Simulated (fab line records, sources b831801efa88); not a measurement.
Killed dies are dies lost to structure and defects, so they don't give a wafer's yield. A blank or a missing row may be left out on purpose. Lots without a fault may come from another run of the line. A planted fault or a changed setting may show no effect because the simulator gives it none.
A struck lot beside a sound one | flow sky130 | 17 steps out of a route of 708
Sound: wafers L947.1, L947.3, L947.6. Struck: wafers L962.2, L962.3, L962.5. The cause comes at the end.
At each step with rows: each side's tool, then ch and its chambers, then its first start. Under that, the readings that differ: sound wafers | struck wafers | difference of the means | sigmas: that difference in standard deviations of wafers without a fault.
alike: readings whose means differ by less than 2 such deviations, and words and numbers that are the same on both sides. not compared: withheld readings, readings that some wafer has no value for, bounds like >300 that may hide the same value, and numbers for which the record gives no deviation and whose values overlap.
The two part at a step that has a row with sigmas, a row that says differs or no value, or rows on one side only. Numbers that don't overlap but have no deviation are shown without sigmas and don't part them. A reading that every wafer of one side lacks parts them only if that side has two wafers or more.

SKY_VT_ADJUST_HVTR_OVL_MEAS_08:
  sound on overlay-02, day 10 07:48; struck on overlay-01, day 15 01:12
  alike: VT_ADJUST_HVTR_OVL
then, 1 step without rows for these wafers: SKY_VT_ADJUST_HVTR_IMPLANT_09.
SKY_VT_ADJUST_HVTR_STRIP_10: strips in O2/N2.
  sound on plasma_asher-04 ch 1, day 10 07:59; struck on plasma_asher-02 ch 0,1, day 15 01:23
  alike: drypump_motor_current_A, oes_product_au, strip_time_to_endpoint_s
  not compared: rf_hours_counter_h
SKY_VT_ADJUST_HVTR_TW_MEAS_11:
  sound on film_metro-04, day 10 08:05; struck on film_metro-04, day 15 01:29
  alike: VT_ADJUST_HVTR_TW
then, 7 steps without rows for these wafers: SKY_VT_ADJUST_PCH_DEHYDRATE_00 (time 60 s); SKY_VT_ADJUST_PCH_HMDS_01 (prime time 60 s); SKY_VT_ADJUST_PCH_COAT_02 (resist thk 3000 nm); SKY_VT_ADJUST_PCH_SOFTBAKE_03; SKY_VT_ADJUST_PCH_EXPOSE_04 (exposes mask NWM, target cd 840 nm); SKY_VT_ADJUST_PCH_PEB_05; SKY_VT_ADJUST_PCH_DEVELOP_06 (develop time 60 s).
SKY_VT_ADJUST_PCH_OVL_MEAS_07:
  sound on overlay-01, day 11 07:49; struck on overlay-01, day 16 05:41
  alike: VT_ADJUST_PCH_OVL
SKY_VT_ADJUST_PCH_IMPLANT_08:
  sound on implanter-01 ch 0, day 11 07:52; struck on implanter-01 ch 0, day 16 05:44
  reading            | sound                         | struck                       | difference | sigmas
  dose_ions_cm2      | 4.997e+11 4.991e+11 4.993e+11 | 3.905e+11 3.902e+11 3.91e+11 | -1.088e+11 | -99 or more
  faraday_current_uA | 2.83 2.87 2.75                | 2.17 2.18 2.15               | -0.65      | -13
SKY_VT_ADJUST_PCH_STRIP_09: strips in O2/N2.
  sound on plasma_asher-02 ch 0,1, day 11 08:01; struck on plasma_asher-01 ch 0,1, day 16 05:52
  alike: drypump_motor_current_A, oes_product_au, strip_time_to_endpoint_s
  not compared: rf_hours_counter_h
SKY_VT_ADJUST_PCH_TW_MEAS_10:
  sound on film_metro-01, day 11 08:07; struck on film_metro-04, day 16 05:59
  reading          | sound             | struck            | difference | sigmas
  VT_ADJUST_PCH_TW | 144.4 143.9 143.8 | 135.9 135.1 135.3 | -8.6       | -12
then, 1 step without rows for these wafers: SKY_SONOS_TUNNEL_DEHYDRATE_00 (time 60 s).
-- the record jumps here: 34 days lie between the struck wafers' starts before and after (it left off in module SONOS_TUNNEL and takes up again in module PAD_OPEN, whose first step shown is number 708 of the route) --
SKY_PAD_OPEN_PROBE_99:
  sound on prober-02, day 46 16:29; struck on prober-02, day 50 04:41
  reading                                  | sound                   | struck                  | difference | sigmas
  model.etest.pfet_01v8_lvt.off_log10_a_um | -9.276 -9.312 -9.083    | -9.664 -9.578 -9.727    | -0.433     |
  model.etest.pfet_16v.vt_v (V)            | -1.114 -1.122 -1.12     | -1.139 -1.147 -1.151    | -0.027     |
  model.etest.pfet_g5v0d10v5.vt_long_v (V) | -0.9439 -0.9484 -0.9428 | -0.9656 -0.9735 -0.9754 | -0.0265    |
  model.etest.pfet_01v8_lvt.vt_sat_v (V)   | -0.4692 -0.4653 -0.4598 | -0.4946 -0.4955 -0.4971 | -0.0310    |
  model.etest.pfet_01v8_lvt.vt_v (V)       | -0.5532 -0.5522 -0.5456 | -0.5762 -0.5829 -0.5808 | -0.0296    |
  alike: killed_at_M0_to_M3, killed_at_M4_up, killed_at_contacts, killed_at_front_end, killed_at_other, killed_dies, killed_open, killed_short
  not compared: model.etest.pfet_g5v0d10v5.off_log10_a_um, model.etest.pfet_g5v0d10v5.vt_sat_v, model.etest.pfet_g5v0d10v5.vt_v

WHERE THEY PART
First at SKY_VT_ADJUST_PCH_IMPLANT_08; last, within this record, at SKY_VT_ADJUST_PCH_TW_MEAS_10. Later steps at which nothing parts them and some readings are alike: SKY_PAD_OPEN_PROBE_99.

WHY: what the simulator had put in
Process parameter drift: implanter-01, from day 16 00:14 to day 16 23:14, at SKY_VT_ADJUST_PCH_IMPLANT_08. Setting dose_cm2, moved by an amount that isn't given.
